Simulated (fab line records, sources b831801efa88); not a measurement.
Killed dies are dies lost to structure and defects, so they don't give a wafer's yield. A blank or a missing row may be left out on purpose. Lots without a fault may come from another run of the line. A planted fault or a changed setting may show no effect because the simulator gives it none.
Chamber matching | flow sfq_line | SFQ_TRILAYER_I3_VIA_ETCH_VIA_ETCH_088 on rie_diel-03: 4 sister chambers
The step etches SiO2 in CHF3, stops on Nb, target depth 260 nm. 4 wafers are shown with their chamber, then 6 later ones without.

WAFERS WITH THEIR CHAMBER
wafer  | chamber | oes_product_au (a.u.)
L229.4 | 1       | 0.857
L231.2 | 3       | 0.855
L231.3 | 0       | 0.854
L231.6 | 2       | 0.856

WAFERS WITHOUT THEIR CHAMBER
wafer  | oes_product_au (a.u.)
L233.1 | 0.859
L233.4 | 0.856
L233.5 | 0.850
L238.1 | 0.852
L238.3 | 0.857
L238.5 | 0.852

WHICH CHAMBER EACH WENT THROUGH
wafer  | from the rows above               | in truth
L233.1 | can't be placed: 1 or 2 or 3 or 0 | 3
L233.4 | can't be placed: 2 or 1 or 3 or 0 | 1
L233.5 | can't be placed: 0 or 3 or 2 or 1 | 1
L238.1 | can't be placed: 0 or 3 or 2 or 1 | 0
L238.3 | can't be placed: 1 or 2 or 3 or 0 | 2
L238.5 | can't be placed: 0 or 3 or 2 or 1 | 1
Placed correctly: 0 of 6. Can't be placed from these rows: 6 (the true chamber is among the candidates in 6). Placed wrongly: 0.
How it was worked out, from the rows above alone: a wafer's distance from a chamber is the root of the sum, over the readings, of the square of ((its reading less the chamber's mean) divided by the reading's scatter). The wafer belongs to the nearest chamber; if the next one is less than 2 further off, it can't be placed. A chamber's mean is the mean of its shown wafers. The scatter: with one shown wafer a chamber, the root of the mean of the squares of how far each hidden wafer lies from its nearest shown one.
